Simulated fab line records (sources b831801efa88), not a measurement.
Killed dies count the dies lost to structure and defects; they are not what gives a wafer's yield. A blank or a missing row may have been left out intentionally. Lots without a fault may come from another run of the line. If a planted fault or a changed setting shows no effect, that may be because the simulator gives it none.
Which of the tools did it?	flow gf180mcu	Sampling: 6 lots, 18 wafers, 2 of 602 route steps

== WHAT EACH GAUGE READ, for each wafer ==
GF_PSD_RS_MEAS_14: measurement is done with a four-point probe.
lot	measured	on	NSD_RS (ohm/sq)
L905	day 14 07:14	film-metro-01	46.17 46.09 46.14
L907	day 14 23:32	film-metro-03	46.14 46.11 46.07
L910	day 16 10:02	film-metro-03	46.21 46.21 46.14
L918	day 19 15:52	film-metro-01	46.30 46.40 46.42
L923	day 21 05:18	film-metro-02	46.14 46.06 46.19
L927	day 22 03:20	film-metro-01	46.10 46.03 46.10

== EACH LOT AND THE TOOL THAT RAN IT (in order: tool; ch and the chambers of the sampled wafers; start) ==
lot	GF_NSD_IMPLANT_10
L905	implanter-04 ch 0, day 13 09:52
L907	implanter-04 ch 0, day 14 02:14
L910	implanter-02 ch 0, day 15 11:37
L918	implanter-01 ch 0, day 18 14:53
L923	implanter-04 ch 0, day 20 04:52
L927	implanter-04 ch 0, day 21 02:49
- GF_NSD_IMPLANT_10

== THE ANSWER, worked out from the rows above alone ==
Rule: the usual values come from the lots themselves. Put in order of their means at a reading, lots are off if they are a third of the lots or fewer, leave a main group of 4 or more, and stand apart from it by a gap of 3 or more times the standard deviation of the main group's means; of several such gaps the widest counts. The tables above print the reading to a certain number of digits; a main group whose means all agree to those digits is not used. Also off: a lot with no number at a reading for which 4 or more lots have one. Where the step has rows for the other lots, those lots are counted as sound.
Off: L918, seen at GF_PSD_RS_MEAS_14 (NSD_RS). Mean 46.13 ohm/sq and standard deviation 0.036 in the main group.
If a tool, at a process step before that reading, ran all the lots that are off and no sound lot after the first of them, it fits. The gauges at GF_PSD_RS_MEAS_14 are tried like those tools. One candidate fits, namely implanter-01 at GF_NSD_IMPLANT_10. It ran no sound lot before its first lot that is off in this sample, so the start can't be narrowed down.

== WHAT THE SIMULATOR PUT IN ==
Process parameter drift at GF_NSD_IMPLANT_10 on implanter-01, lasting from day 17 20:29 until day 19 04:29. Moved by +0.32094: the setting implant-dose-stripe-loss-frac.
Lots struck among those shown: L918. This agrees with what the rule above found.
